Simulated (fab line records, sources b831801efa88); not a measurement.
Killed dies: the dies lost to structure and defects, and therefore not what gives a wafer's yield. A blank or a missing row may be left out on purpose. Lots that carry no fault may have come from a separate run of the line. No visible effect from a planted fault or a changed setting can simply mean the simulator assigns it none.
Chamber matching | flow sky130 | SKY_POLY_GATE_ETCH_17 on rie-si-02: 4 sister chambers
The step etches poly-Si in HBr/Cl2, stops on SiO2, target depth 180 nm, time 70.5 s. 16 wafers are shown with their chamber, then 8 later ones without.

EACH WAFER AND ITS CHAMBER
wafer  | chamber | drypump-motor-current-A (A) | throttle-valve-pct (%) | oes-product-au (a.u.)
L112.2 | 0       | 5.3                         | 33.679                 | 0.976
L112.3 | 1       | 5.3                         | 33.682                 | 0.984
L112.6 | 3       | 5.6                         | 33.683                 | 0.987
L118.1 | 1       | 5.3                         | 33.675                 | 0.994
L118.3 | 2       | 5.2                         | 33.699                 | 0.993
L118.6 | 1       | 5.3                         | 33.680                 | 0.984
L120.1 | 3       | 5.6                         | 33.700                 | 0.990
L120.3 | 1       | 5.3                         | 33.696                 | 0.993
L120.6 | 3       | 5.6                         | 33.688                 | 0.990
L121.1 | 1       | 5.4                         | 33.682                 | 1.002
L121.2 | 3       | 5.6                         | 33.675                 | 0.987
L121.3 | 1       | 5.3                         | 33.696                 | 0.994
L130.1 | 1       | 5.3                         | 33.674                 | 0.989
L130.3 | 0       | 5.2                         | 33.701                 | 0.992
L130.6 | 0       | 5.3                         | 33.695                 | 0.997
L131.1 | 3       | 5.6                         | 33.678                 | 0.983

SIGNATURES (means of the wafers above)
reading                 | chamber 0 | chamber 1 | chamber 2 | chamber 3 | scatter within a chamber
drypump-motor-current-A | 5.267     | 5.314     | 5.200     | 5.600     | 0.0356
throttle-valve-pct      | 33.69167  | 33.68357  | 33.69900  | 33.68480  | 0.00973
oes-product-au          | 0.98833   | 0.99143   | 0.99300   | 0.98740   | 0.00657
Rule: a wafer lies at a distance from a chamber equal to the root of the sum of squares, over the readings, of (its reading less the chamber's mean, divided by the reading's scatter). The wafer belongs to the nearest chamber; if the next one is less than 2 further off, it can't be placed. The scatter: take each reading less its chamber's mean, square it, sum over the shown wafers, divide by the number of wafers less the number of chambers, and take the root.

WAFERS MISSING THEIR CHAMBER
wafer  | drypump-motor-current-A (A) | throttle-valve-pct (%) | oes-product-au (a.u.)
L131.2 | 5.2                         | 33.679                 | 0.993
L131.3 | 5.3                         | 33.685                 | 0.987
L133.3 | 5.3                         | 33.663                 | 0.971
L133.5 | 5.2                         | 33.684                 | 0.982
L133.6 | 5.5                         | 33.682                 | 0.989
L135.2 | 5.3                         | 33.677                 | 0.986
L135.4 | 5.2                         | 33.675                 | 0.985
L135.6 | 5.2                         | 33.690                 | 0.983

THE CHAMBER EACH PASSED THROUGH
wafer  | from the rows above          | in truth
L131.2 | can't be placed: 2 or 0 or 1 | 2
L131.3 | can't be placed: 1 or 0      | 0
L133.3 | can't be placed: 1 or 0 or 2 | 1
L133.5 | can't be placed: 0 or 2 or 1 | 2
L133.6 | 3                            | 3
L135.2 | can't be placed: 1 or 0      | 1
L135.4 | can't be placed: 0 or 2 or 1 | 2
L135.6 | can't be placed: 2 or 0 or 1 | 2
Correct placement for 1 of the 8. Cannot be placed on the basis of these rows: 7; the candidates contain the true chamber in 7. 0 placed wrongly.
